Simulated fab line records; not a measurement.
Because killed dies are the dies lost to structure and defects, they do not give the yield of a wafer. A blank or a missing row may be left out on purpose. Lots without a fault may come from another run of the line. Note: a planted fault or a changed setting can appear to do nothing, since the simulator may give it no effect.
Which of the tools did it? | flow gf180mcu | Sampling: 13 lots, 39 wafers, 6 of 602 route steps

## WHAT EACH GAUGE READ, for each wafer
GF_STI_BOW_MEAS_00.
lot  | measured    | on            | INCOMING_BOW (um)
L429 | day 1 15:00 | film_metro-01 | 2 5 -10
L430 | day 1 20:01 | film_metro-01 | 3 -5 0
L432 | day 2 06:04 | film_metro-03 | 8 4 7
L434 | day 2 16:01 | film_metro-03 | 1 1 -2
L436 | day 3 02:00 | film_metro-03 | 8 -2 -1
L437 | day 3 07:00 | film_metro-03 | 7 -3 -3
L440 | day 3 22:00 | film_metro-01 | 2 3 3
L445 | day 4 23:00 | film_metro-03 | -2 -10 10
L446 | day 5 04:02 | film_metro-03 | -8 5 11
L447 | day 5 09:01 | film_metro-03 | 0 -1 -2
L448 | day 5 14:01 | film_metro-04 | 6 0 -2
L449 | day 5 19:00 | film_metro-03 | 5 -3 -2
L451 | day 6 05:00 | film_metro-03 | 5 -17 14

GF_STI_THK_MEAS_02.
lot  | measured    | on            | STI_OXIDATION_THK (nm)
L429 | day 1 17:09 | film_metro-01 | 9.86 9.70 9.93
L430 | day 1 21:31 | film_metro-04 | 9.87 9.70 9.78
L432 | day 2 07:32 | film_metro-01 | 9.78 9.89 10.01
L434 | day 2 18:25 | film_metro-01 | 9.72 9.90 9.75
L436 | day 3 04:44 | film_metro-01 | 9.98 10.10 10.09
L437 | day 3 11:20 | film_metro-01 | 9.92 9.96 10.04
L440 | day 4 00:51 | film_metro-04 | 9.95 10.00 9.93
L445 | day 5 00:38 | film_metro-03 | 9.59 9.87 9.83
L446 | day 5 05:32 | film_metro-04 | 9.63 9.56 9.56
L447 | day 5 10:31 | film_metro-04 | 9.73 9.69 9.88
L448 | day 5 15:53 | film_metro-03 | 9.49 9.66 9.76
L449 | day 5 20:31 | film_metro-03 | 10.01 9.88 9.89
L451 | day 6 06:31 | film_metro-01 | 9.68 9.69 9.76

GF_STI_CD_MEAS_12 targets a cd of 220 nm.
lot  | measured    | on        | cd_nm (nm)
L429 | day 2 06:45 | cd_sem-02 | 219.6 219.1 219.9
L430 | day 2 10:48 | cd_sem-01 | 219.8 218.0 218.9
L432 | day 2 23:34 | cd_sem-01 | 220.5 221.0 221.3
L434 | day 3 08:45 | cd_sem-01 | 221.4 220.2 220.6
L436 | day 3 19:54 | cd_sem-02 | 219.1 218.8 219.4
L437 | day 4 03:17 | cd_sem-01 | 219.1 219.5 220.3
L440 | day 4 16:27 | cd_sem-01 | 222.4 220.8 221.2
L445 | day 5 17:17 | cd_sem-01 | 220.2 220.3 220.9
L446 | day 5 22:07 | cd_sem-02 | 219.9 220.2 219.9
L447 | day 6 01:55 | cd_sem-01 | 220.9 220.4 219.9
L448 | day 6 08:33 | cd_sem-02 | 220.4 219.4 217.8
L449 | day 6 13:41 | cd_sem-02 | 221.4 220.8 221.2
L451 | day 7 00:00 | cd_sem-01 | 223.5 222.9 221.1

GF_VT_IMPLANT_OVL_MEAS_18.
lot  | measured     | on         | VT_IMPLANT_01_OVL (nm)
L429 | day 6 12:07  | overlay-01 | 2.2 -0.7 -1.5
L430 | day 6 16:40  | overlay-02 | -0.4 -2.5 1.6
L432 | day 7 14:13  | overlay-02 | -0.5 0.3 -1.6
L434 | day 7 23:12  | overlay-01 | -1.3 -2.4 -0.3
L436 | day 8 12:22  | overlay-02 | - - -
L437 | day 8 17:46  | overlay-01 | -2.4 -2.4 -2.7
L440 | day 9 11:25  | overlay-02 | 0.5 0.5 0.1
L445 | day 10 18:03 | overlay-01 | -1.3 -1.8 -0.7
L446 | day 10 22:50 | overlay-01 | 0.8 3.4 2.3
L447 | day 11 03:34 | overlay-02 | -0.3 -0.4 2.1
L448 | day 11 11:11 | overlay-02 | 0.4 -0.3 -1.4
L449 | day 11 18:25 | overlay-02 | 0.2 1.4 0.7
L451 | day 12 10:20 | overlay-01 | -1.9 -1.1 1.1

GF_VT_IMPLANT_TW_MEAS_21.
lot  | measured     | on            | VT_IMPLANT_2_TW
L429 | day 6 12:24  | film_metro-03 | 1213 1221 1216
L430 | day 6 16:58  | film_metro-03 | 1218 1210 1215
L432 | day 7 14:31  | film_metro-03 | 1205 1211 1200
L434 | day 7 23:29  | film_metro-02 | 1218 1206 1216
L436 | day 8 12:39  | film_metro-02 | 30 30 30 30 30 30
L437 | day 8 18:03  | film_metro-04 | 1195 1198 1194
L440 | day 9 11:42  | film_metro-02 | 1221 1214 1219
L445 | day 10 18:20 | film_metro-03 | 1225 1236 1225
L446 | day 10 23:08 | film_metro-02 | 1219 1210 1219
L447 | day 11 03:52 | film_metro-02 | 1223 1215 1222
L448 | day 11 11:29 | film_metro-02 | 1223 1217 1221
L449 | day 11 18:42 | film_metro-04 | 1202 1198 1196
L451 | day 12 10:38 | film_metro-03 | 1221 1220 1214

## TOOL THAT RAN EACH LOT (tool first, then ch and the chambers of the sampled wafers, then the start)
lot  | GF_VT_IMPLANT_EXPOSE_15
L429 | iline_stepper-01 ch 0, day 6 05:00
L430 | iline_stepper-02 ch 0, day 6 08:59
L432 | iline_stepper-02 ch 0, day 7 06:24
L434 | iline_stepper-02 ch 0, day 7 15:06
L436 | iline_stepper-01 ch 0, day 8 04:14
L437 | iline_stepper-02 ch 0, day 8 09:34
L440 | iline_stepper-01 ch 0, day 9 03:03
L445 | iline_stepper-02 ch 0, day 10 09:05
L446 | iline_stepper-01 ch 0, day 10 13:38
L447 | iline_stepper-01 ch 0, day 10 18:51
L448 | iline_stepper-01 ch 0, day 11 02:16
L449 | iline_stepper-01 ch 0, day 11 08:59
L451 | iline_stepper-02 ch 0, day 12 00:50
- GF_VT_IMPLANT_EXPOSE_15: exposes mask Nwell LV AREA, target cd 860 nm.

## WHAT THE TOOLS THEMSELVES READ (means of the sampled wafers that have a number; where no wafer has one, the mark that the record gives instead)
The record holds no such reading with a usual standard deviation.

## THE ANSWER, worked out from the rows above alone
Rule: what is usual is taken from the lots themselves. The widest of any qualifying gaps counts: lots, ordered by their means at a reading, are off when they make up no more than a third of the lots, leave a main group of 4 or more, and stand apart from it by 3 or more times the standard deviation of that group's means. If all means in a main group match to the digits the tables above print for the reading, that group is not used. A lot without any number at a reading at which 4 lots or more have one is off too. Any other lot the step has rows for is counted as sound. The gauges are gone through in route order, then the tools' own readings, and for those a lot's mean is taken as printed above. The first step at which some lot is off is used, and at that step the reading that is off furthest; a lot without a number counts as furthest.
Off: L436, seen at GF_VT_IMPLANT_OVL_MEAS_18 (VT_IMPLANT_01_OVL). Without a number there: L436. Main group: mean -0.3 nm, sd 1.1.
If a tool, at a process step before that reading, ran all the lots that are off and no sound lot after the first of them, it fits. The gauges at GF_VT_IMPLANT_OVL_MEAS_18 aren't tried: what is off there is off at GF_VT_IMPLANT_TW_MEAS_21 too, on other tools, and a gauge's error can't cause that. Not one of the candidates tried fits.

## WHAT HAD BEEN PUT IN BY THE SIMULATOR
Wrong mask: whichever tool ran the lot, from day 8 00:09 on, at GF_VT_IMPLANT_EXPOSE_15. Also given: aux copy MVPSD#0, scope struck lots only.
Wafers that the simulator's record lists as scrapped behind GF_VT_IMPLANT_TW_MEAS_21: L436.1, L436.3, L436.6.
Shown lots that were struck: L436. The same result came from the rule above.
